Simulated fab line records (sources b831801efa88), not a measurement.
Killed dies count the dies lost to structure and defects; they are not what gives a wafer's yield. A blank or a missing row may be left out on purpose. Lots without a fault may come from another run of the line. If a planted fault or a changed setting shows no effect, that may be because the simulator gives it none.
Chamber matching    flow sfq_line    SFQ_TRILAYER_I1_VIA_ETCH_VIA_ETCH_052 on rie_diel-02: 4 sister chambers
The step etches SiO2 in CHF3, stops on Nb, target depth 260 nm. 8 wafers are shown with their chamber, then 7 later ones without.

== EACH WAFER AND ITS CHAMBER ==
wafer   chamber  drypump_motor_current_A (A)  oes_product_au (a.u.)
L452.2  1        5.1                          0.854
L452.6  2        5.1                          0.844
L457.1  0        5.7                          0.866
L457.4  1        5.1                          0.853
L457.5  0        5.7                          0.861
L460.2  3        6.0                          0.847
L460.5  3        6.0                          0.857
L460.6  2        5.0                          0.850

== WAFERS WITH NO CHAMBER GIVEN ==
wafer   drypump_motor_current_A (A)  oes_product_au (a.u.)
L461.1  5.0                          0.856
L469.1  5.0                          0.841
L469.4  5.1                          0.843
L469.6  5.7                          0.853
L472.2  5.7                          0.848
L472.4  5.7                          0.855
L472.6  5.0                          0.858

== WHICH CHAMBER EACH ONE RAN IN ==
wafer   from the rows above      in truth
L461.1  can't be placed: 2 or 1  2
L469.1  2                        2
L469.4  can't be placed: 2 or 1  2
L469.6  0                        0
L472.2  0                        0
L472.4  0                        0
L472.6  can't be placed: 2 or 1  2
Correct placement for 4 of the 7. From these rows, 3 cannot be placed; in 3 the true chamber is one of the candidates. Placed wrongly: 0.
How it was worked out, from the rows above alone: a wafer's distance from a chamber is the root of the sum, over the readings, of the square of ((its reading less the chamber's mean) divided by the reading's scatter). The wafer belongs to the nearest chamber; if the next one is less than 2 further off, it can't be placed. For every chamber, the mean is computed from those of its wafers that are shown. The scatter: the root of (the sum of the squares of (reading less its chamber's mean) over the shown wafers, divided by (wafers less chambers)).
